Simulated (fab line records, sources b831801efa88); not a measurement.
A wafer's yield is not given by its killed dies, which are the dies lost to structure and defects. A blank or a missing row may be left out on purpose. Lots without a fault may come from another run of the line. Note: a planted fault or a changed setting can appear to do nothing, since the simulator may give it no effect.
fab line records	flow sfq-line
[record] lots = 5	wafers = 15	last-day = 92
route steps=325 shown M7@285 I7@296
lots untouched by any fault: they come from a run of this same line in which no faults occurred
start-h: hours from the record's first day to the start of the lot's first wafer shown	wait-h: time in hours since the lot's previous step	" the same as in the row above	L1.1+2: one row covering several wafers at once	- value missing, or start not given	* or withheld: withheld	< > ~ a bound
route shown NAME@n: a module of which the file shows steps, and the number in the route of the first	usual: average and standard deviation across the fault-free wafers	same: alike in all rows	chamber/n: place in a boat	sites: readings site by site	_std_site: the standard deviation of these	_edge_site: outer sites' mean less inner sites'	radius-mm: for every site, how far away it sits from the centre of the wafer	mask NAME#n: copy n	behind: the tool/chamber that last shaped the wafer	hold: cause of the lot's hold/its duration in hours/its outcome	device: names the non-switching transistor (n, p or np)	end of line: tests run on the same wafers once the route is complete	where a step has no rows: the recipe by itself	killed: dies that structure and defects cost at the first sort, which is not the same as the wafer's yield	map: per-die view of a wafer (x killed, . not killed, _ where there is no die)
set.NAME: the setting the step ran with; set.NAME@STEP: the setting that earlier step ran with	model.NAME: the simulator's own value behind a step, which no gauge read
lots seen at some steps along the route; tables by step, rows by wafer
services: when a tool's chamber went out of use (start-h, in hours from the record's first day, below 0 if earlier), for how many hours, and the reason
[[steps]]
[step SFQ_TRILAYER_M7_LITHO_COAT_182]
[recipe] resist = BARC	spin-rpm = 3000	resist-thk-nm = 62
[step SFQ_TRILAYER_M7_LITHO_COAT_177]
[recipe] resist = KrF	spin-rpm = 3000	resist-thk-nm = 600
[step SFQ_TRILAYER_M7_LITHO_SOFTBAKE_181]
[recipe] temp-c = withheld	time-s = withheld	resist = KrF
[step SFQ_TRILAYER_M7_LITHO_EXPOSE_178]
[recipe] mask-id = M7	na = 0.6	source-shape = conventional	sigma-outer = 0.65	target-cd-nm = 500	dose-mj = 14.4
[step SFQ_TRILAYER_M7_LITHO_PEB_180]
[recipe] peb-temp-c = 115	peb-time-s = 60	resist = KrF
[step SFQ_TRILAYER_M7_LITHO_DEVELOP_179]
[recipe] time-s = 60	resist = KrF
[step SFQ_M7_OVL_MEAS_945]
[usual] M7_OVL = -4/5.8
lot.wafer	tool	chamber	start-h	wait-h	M7_OVL[nm]
L617.4	overlay-02	-	1974.19	0.1	9
L617.5	"	-	"	"	9
L617.6	"	-	"	"	10
L618.2	overlay-02	-	1978.08	0.1	-8
L618.5	"	-	"	"	-9
L618.6	"	-	"	"	-7
L631.1	overlay-02	-	2073.82	0.1	4
L631.2	"	-	"	"	-8
L631.6	"	-	"	"	-9
L636.1	overlay-02	-	2178.34	0.1	4
L636.2	"	-	"	"	4
L636.4	"	-	"	"	3
L638.2	overlay-01	-	2183.14	0.1	-13
L638.4	"	-	"	"	-9
L638.6	"	-	"	"	-2
[step SFQ_TRILAYER_M7_BARC_OPEN_METAL_ETCH_229]
[recipe] mask-material = PR	chemistry = O2	target-depth-nm = 125	target = BARC	icp-w = 600	bias-w = 80	pressure-mtorr = 10	time-s = 41.7
[usual] drypump-motor-current-A = 5.49/0.28	oes-product-au = 0.685/0.0046
lot.wafer	tool	chamber	start-h	wait-h	drypump-motor-current-A	oes-product-au	rf-hours-counter-h
L617.4	rie-metal-03	0	1974.23	0.0	5.53	0.687	-
L617.5	"	0	"	"	5.55	0.684	-
L617.6	"	1	"	"	5.31	0.690	-
L618.2	rie-metal-02	1	1978.11	0.0	5.76	0.678	20
L618.5	"	1	"	"	5.75	0.685	-
L618.6	"	0	"	"	6.02	0.692	-
L631.1	rie-metal-03	1	2073.85	0.0	5.32	0.681	94
L631.2	"	0	"	"	5.60	0.672	75
L631.6	"	0	"	"	5.60	0.681	-
L636.1	rie-metal-03	0	2178.37	0.0	5.61	0.680	90
L636.2	"	1	"	"	5.33	0.688	110
L636.4	"	1	"	"	5.30	0.677	-
L638.2	rie-metal-02	1	2183.17	0.0	5.78	0.683	52
L638.4	"	1	"	"	5.77	0.682	-
L638.6	"	1	"	"	5.76	0.686	-
[step SFQ_TRILAYER_M7_ETCH_METAL_ETCH_180]
[recipe] target = Nb	stop-on = SiO2	mask-material = PR	chemistry = Cl2/Ar	target-depth-nm = 240	icp-w = 600	bias-w = 80	pressure-mtorr = 10	time-s = 120
[usual] drypump-motor-current-A = 5.48/0.28	oes-product-au = 0.894/0.0062
lot.wafer	tool	chamber	start-h	wait-h	drypump-motor-current-A	oes-product-au	rf-hours-counter-h
L617.4	rie-metal-03	0	1974.31	0.1	5.61	0.894	-
L617.5	"	0	"	"	5.62	0.899	-
L617.6	"	1	"	"	5.30	0.885	-
L618.2	rie-metal-02	1	1978.17	0.0	5.73	0.895	20
L618.5	"	1	"	"	5.76	0.899	-
L618.6	"	0	"	"	5.94	0.901	-
L631.1	rie-metal-03	1	2073.91	0.0	5.32	0.898	94
L631.2	"	0	"	"	5.57	0.897	75
L631.6	"	0	"	"	5.60	0.897	-
L636.1	rie-metal-03	0	2178.43	0.0	5.61	0.889	91
L636.2	"	1	"	"	5.31	0.895	110
L636.4	"	1	"	"	5.30	0.892	-
L638.2	rie-metal-02	1	2183.23	0.0	5.77	0.901	52
L638.4	"	1	"	"	5.78	0.885	-
L638.6	"	1	"	"	5.78	0.902	-
[step SFQ_TRILAYER_M7_STRIP_STRIP_181]
[recipe] gas = O2	power-w = 200	platen-temp-c = 40	overash-fraction = 0.65	chemistry = O2	pressure-mtorr = 50
[usual] drypump-motor-current-A = 5.49/0.27	oes-product-au = 0.997/0.0075
[same] overash-fraction = 0.65
lot.wafer	tool	chamber	start-h	wait-h	drypump-motor-current-A	oes-product-au	rf-hours-counter-h
L617.4	rie-metal-03	0	1974.60	0.2	5.60	0.995	-
L617.5	"	0	"	"	5.57	0.996	-
L617.6	"	1	"	"	5.32	1.002	-
L618.2	rie-metal-02	1	1978.30	0.1	5.78	1.008	20
L618.5	"	1	"	"	5.76	0.997	-
L618.6	"	0	"	"	5.99	1.002	-
L631.1	rie-metal-03	1	2074.04	0.1	5.31	1.004	95
L631.2	"	0	"	"	5.59	0.994	75
L631.6	"	0	"	"	5.60	0.996	-
L636.1	rie-metal-03	0	2178.56	0.1	5.61	0.992	91
L636.2	"	1	"	"	5.31	1.003	110
L636.4	"	1	"	"	5.34	0.993	-
L638.2	rie-metal-02	1	2183.36	0.1	5.76	1.000	52
L638.4	"	1	"	"	5.75	1.001	-
L638.6	"	1	"	"	5.75	1.005	-
[step SFQ_TRILAYER_M7_STRIP_SOLV_CLEAN_182]
[recipe] chemistry = NMP	temp-c = 70	time-s = 600
[step SFQ_TRILAYER_I7_DEP_PECVD_183]
[recipe] material = SiO2	temp-c = 150	time-s = 111.11	pressure-torr = 2.4	rf-w = 183.3	precursor = SiH4/N2O	target-thk-nm = 500
[usual] heater-power-w = 88/21	throttle-valve-pct = 25.1/1.7
lot.wafer	tool	chamber	start-h	wait-h	heater-power-w	throttle-valve-pct
L617.4	pecvd-03	1	1975.21	0.0	90	24.1
L617.5	"	0	"	"	57	24.7
L617.6	"	2	"	"	88	27.1
L618.2	pecvd-04	0	1979.07	0.0	90	23.7
L618.5	"	2	"	"	91	23.1
L618.6	"	0	"	"	73	23.5
L631.1	pecvd-04	2	2074.81	0.0	108	23.5
L631.2	"	1	"	"	99	22.7
L631.6	"	0	"	"	72	23.9
L636.1	pecvd-03	1	2179.35	0.0	85	24.1
L636.2	"	0	"	"	65	24.7
L636.4	"	2	"	"	108	27.1
L638.2	pecvd-03	0	2184.13	0.0	67	24.7
L638.4	"	0	"	"	68	24.8
L638.6	"	1	"	"	93	24.2
[step SFQ_TRILAYER_I7_CMP_CMP_184]
[recipe] material = SiO2	down-force-psi = 3	platen-rpm = 60	pad-velocity-m-s = 0.94248
[usual] motor-current-A = 10.6/0.83	slurry-flow-ml-min = 150.1/0.44	time-to-endpoint-s = 211/6.9
lot.wafer	tool	chamber	start-h	wait-h	motor-current-A	slurry-flow-ml-min	time-to-endpoint-s	model.SiO2_of_TRILAYER_I7_DEP_PECVD_183.thk-nm
L617.4	cmp-02	0	1975.76	0.5	10.9	150.3	214	199.2
L617.6	"	3	1977.26	2.0	10.9	150.3	213	198.1
L617.5	"	0	"	"	11.1	150.1	217	198.6
L618.2	cmp-01	0	1979.65	0.5	12.1	150.6	218	200.7
L618.6	"	3	1981.15	2.0	10.0	150.4	223	199.6
L618.5	"	0	"	"	11.0	150.9	223	200.2
L631.1	cmp-01	0	2077.44	2.6	11.0	150.0	198	220.5
L631.2	"	3	2078.94	4.1	10.4	150.2	208	200.4
L631.6	"	1	2079.94	5.1	9.3	150.5	209	201.2
L636.2	cmp-01	2	2181.81	2.4	10.5	150.9	215	199.1
L636.1	"	3	"	"	10.2	150.1	218	198.7
L636.4	"	1	2183.31	3.9	9.2	149.7	215	197.8
L638.2	cmp-02	2	2189.14	5.0	10.8	149.2	216	199.1
L638.4	"	0	2190.14	5.9	11.1	150.1	227	200.3
L638.6	"	2	2191.14	6.9	10.3	149.5	219	200.8
[step SFQ_I7_BOW_MEAS_946]
[recipe] mode = bow
[usual] I7_BOW = 8/12
lot.wafer	tool	chamber	start-h	wait-h	I7_BOW[um]
L617.4	film-metro-03	-	1978.32	2.1	11
L617.5	"	-	"	"	7
L617.6	"	-	"	"	7
L618.2	film-metro-01	-	1982.17	2.0	9
L618.5	"	-	"	"	14
L618.6	"	-	"	"	2
L631.1	film-metro-02	-	2080.44	2.5	41
L631.2	"	-	"	"	46
L631.6	"	-	"	"	26
L636.1	film-metro-03	-	2184.81	2.0	17
L636.2	"	-	"	"	20
L636.4	"	-	"	"	25
L638.2	film-metro-03	-	2192.16	2.5	12
L638.4	"	-	"	"	14
L638.6	"	-	"	"	8
[step SFQ_TRILAYER_I7_METRO_MEASURE_185]
[usual] thk-nm = 199.5/0.96
lot.wafer	tool	chamber	start-h	wait-h	thk-nm
L617.4	film-metro-03	-	1978.98	0.6	199.1
L617.5	"	-	"	"	198.7
L617.6	"	-	"	"	198.0
L618.2	film-metro-01	-	1982.47	0.3	200.6
L618.5	"	-	"	"	200.3
L618.6	"	-	"	"	199.7
L631.1	film-metro-02	-	2080.56	0.1	220.4
L631.2	"	-	"	"	200.5
L631.6	"	-	"	"	201.4
L636.1	film-metro-03	-	2184.93	0.1	198.6
L636.2	"	-	"	"	199.0
L636.4	"	-	"	"	198.0
L638.2	film-metro-03	-	2192.46	0.3	199.1
L638.4	"	-	"	"	200.2
L638.6	"	-	"	"	200.7
[step SFQ_TRILAYER_I7_VIA_LITHO_COAT_192]
[recipe] resist = BARC	spin-rpm = 3000	resist-thk-nm = 62
[step SFQ_TRILAYER_I7_VIA_LITHO_COAT_187]
[recipe] resist = KrF	spin-rpm = 3000	resist-thk-nm = 650
[step SFQ_TRILAYER_I7_VIA_LITHO_SOFTBAKE_191]
[recipe] temp-c = withheld	time-s = withheld	resist = KrF
[step SFQ_TRILAYER_I7_VIA_LITHO_EXPOSE_188]
[recipe] mask-id = I7	na = 0.6	source-shape = conventional	sigma-outer = 0.65	target-cd-nm = 1000	dose-mj = 21.3
[step SFQ_TRILAYER_I7_VIA_LITHO_PEB_190]
[recipe] peb-temp-c = 115	peb-time-s = 60	resist = KrF
[step SFQ_TRILAYER_I7_VIA_LITHO_DEVELOP_189]
[recipe] time-s = 60	resist = KrF
[step SFQ_I7_OVL_MEAS_947]
[usual] I7_OVL = -2/5
lot.wafer	tool	chamber	start-h	wait-h	I7_OVL[nm]
L617.4	overlay-02	-	1982.89	0.1	-4
L617.5	"	-	"	"	-2
L617.6	"	-	"	"	2
L618.2	overlay-01	-	1986.48	0.1	9
L618.5	"	-	"	"	3
L618.6	"	-	"	"	2
L631.1	overlay-01	-	2084.01	0.1	-6
L631.2	"	-	"	"	0
L631.6	"	-	"	"	1
L636.1	overlay-01	-	2190.20	0.1	-7
L636.2	"	-	"	"	-2
L636.4	"	-	"	"	-3
L638.2	overlay-01	-	2198.61	0.1	-7
L638.4	"	-	"	"	-6
L638.6	"	-	"	"	-9
[step SFQ_TRILAYER_I7_VIA_BARC_OPEN_VIA_ETCH_260]
[recipe] mask-material = PR	chemistry = O2	target-depth-nm = 125	target = BARC	source-w = 500	bias-w = 80	pressure-mtorr = 30	time-s = 41.7
[usual] drypump-motor-current-A = 6.0/0.39	oes-product-au = 0.684/0.0044
lot.wafer	tool	chamber	start-h	wait-h	drypump-motor-current-A	oes-product-au	rf-hours-counter-h
L617.4	rie-diel-01	1	1982.91	0.0	6.7	0.684	2
L617.5	"	2	"	"	5.9	0.689	-
L617.6	"	1	"	"	6.7	0.683	-
L618.2	rie-diel-01	0	1986.51	0.0	5.6	0.690	0
L618.5	"	3	"	"	6.4	0.682	-
L618.6	"	2	"	"	5.9	0.690	-
L631.1	rie-diel-04	0	2084.05	0.0	5.8	0.682	6
L631.2	"	1	"	"	6.1	0.682	2
L631.6	"	0	"	"	5.8	0.680	-
L636.1	rie-diel-03	0	2190.24	0.0	6.2	0.692	10
L636.2	"	1	"	"	5.9	0.686	0
L636.4	"	2	"	"	6.0	0.688	11
L638.2	rie-diel-03	0	2198.64	0.0	6.2	0.686	10
L638.4	"	3	"	"	5.5	0.684	2
L638.6	"	1	"	"	5.9	0.687	-
[step SFQ_TRILAYER_I7_VIA_ETCH_VIA_ETCH_190]
[recipe] target = SiO2	stop-on = Nb	mask-material = PR	taper-deg = 20	chemistry = CHF3	target-depth-nm = 260	source-w = 500	bias-w = 80	pressure-mtorr = 30	time-s = withheld
[usual] drypump-motor-current-A = 6.0/0.39	oes-product-au = 0.853/0.0055
lot.wafer	tool	chamber	start-h	wait-h	drypump-motor-current-A	oes-product-au	model.I7.feature-depth-nm	model.etch.depth-nm
L617.4	rie-diel-01	1	1982.95	0.0	6.7	0.860	199.2	199.2
L617.5	"	2	"	"	5.9	0.856	198.6	198.6
L617.6	"	1	"	"	6.7	0.846	198.1	198.1
L618.2	rie-diel-01	0	1986.55	0.0	5.6	0.849	200.7	200.7
L618.5	"	3	"	"	6.4	0.855	200.2	200.2
L618.6	"	2	"	"	5.9	0.850	199.6	199.6
L631.1	rie-diel-04	0	2084.09	0.0	5.8	0.907	220.5	220.5
L631.2	"	1	"	"	6.1	0.848	200.4	200.4
L631.6	"	0	"	"	5.8	0.861	201.2	201.2
L636.1	rie-diel-03	0	2190.28	0.0	6.2	0.849	198.7	198.7
L636.2	"	1	"	"	5.9	0.857	199.1	199.1
L636.4	"	2	"	"	6.0	0.845	197.8	197.8
L638.2	rie-diel-03	0	2198.68	0.0	6.2	0.852	199.1	199.1
L638.4	"	3	"	"	5.5	0.854	200.3	200.3
L638.6	"	1	"	"	5.9	0.853	200.8	200.8
[step SFQ_TRILAYER_I7_VIA_STRIP_STRIP_191]
[recipe] gas = O2	power-w = 200	platen-temp-c = 40	overash-fraction = 0.65	chemistry = O2	pressure-mtorr = 50
[[services]]
tool	chamber	start-h	hours	kind
rie-metal-03	0	1980.11	5.3	repair
film-metro-03	-	1982.46	0.4	pm
rie-diel-04	1	2001.16	6.3	repair
pecvd-04	-	2001.33	4.3	pm
rie-metal-02	0	2006.28	15.7	repair
rie-diel-01	0	2030.32	4.5	repair
cmp-02	-	2061.81	11.5	pm
cmp-02	-	2073.29	4.9	pm
rie-diel-01	-	2073.84	1.9	repair
pecvd-03	-	2083.85	3.1	repair
pecvd-03	-	2093.08	1.2	repair
film-metro-03	-	2101.14	14.6	pm
rie-metal-02	-	2114.80	0.9	repair
film-metro-03	-	2115.71	0.6	pm
rie-diel-03	-	2123.32	2.8	pm
cmp-01	-	2144.10	2.4	repair
rie-diel-03	-	2149.45	0.3	repair
rie-diel-01	3	2151.64	5.6	repair
rie-diel-03	1	2152.87	1.6	repair
film-metro-03	-	2158.09	6.1	repair
rie-diel-03	1	2173.43	9.5	repair
pecvd-03	-	2175.21	0.5	repair
film-metro-03	-	2176.41	0.2	pm
cmp-01	-	2176.77	1.0	repair
[[key]]
[first-sign] step = SFQ_TRILAYER_I7_METRO_MEASURE_185	reading = thk-nm	direction = up	sigmas = 22	usual = 199.5	struck = 220.4
[effect] step = SFQ_TRILAYER_I7_VIA_ETCH_VIA_ETCH_190	reading = oes-product-au	direction = up	sigmas = 9.7	usual = 0.853	struck = 0.907
[model-effect] step = SFQ_TRILAYER_I7_CMP_CMP_184	value = SiO2_of_TRILAYER_I7_DEP_PECVD_183.thk-nm	without = 200.5	struck = 220.5
[model-effect] step = SFQ_TRILAYER_I7_VIA_ETCH_VIA_ETCH_190	value = I7.feature-depth-nm	without = 200.5	struck = 220.5
met-at SFQ_TRILAYER_I7_CMP_CMP_184
struck-wafers L631.1
[fault] kind = process-parameter-drift	tool = cmp-01	chamber = 0	onset-h = 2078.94	steps = SFQ_TRILAYER_I7_CMP_CMP_184	channel = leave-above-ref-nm	offset = 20	shape = step	end-h = 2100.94	acts-in = these-recipes-only	stated = 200
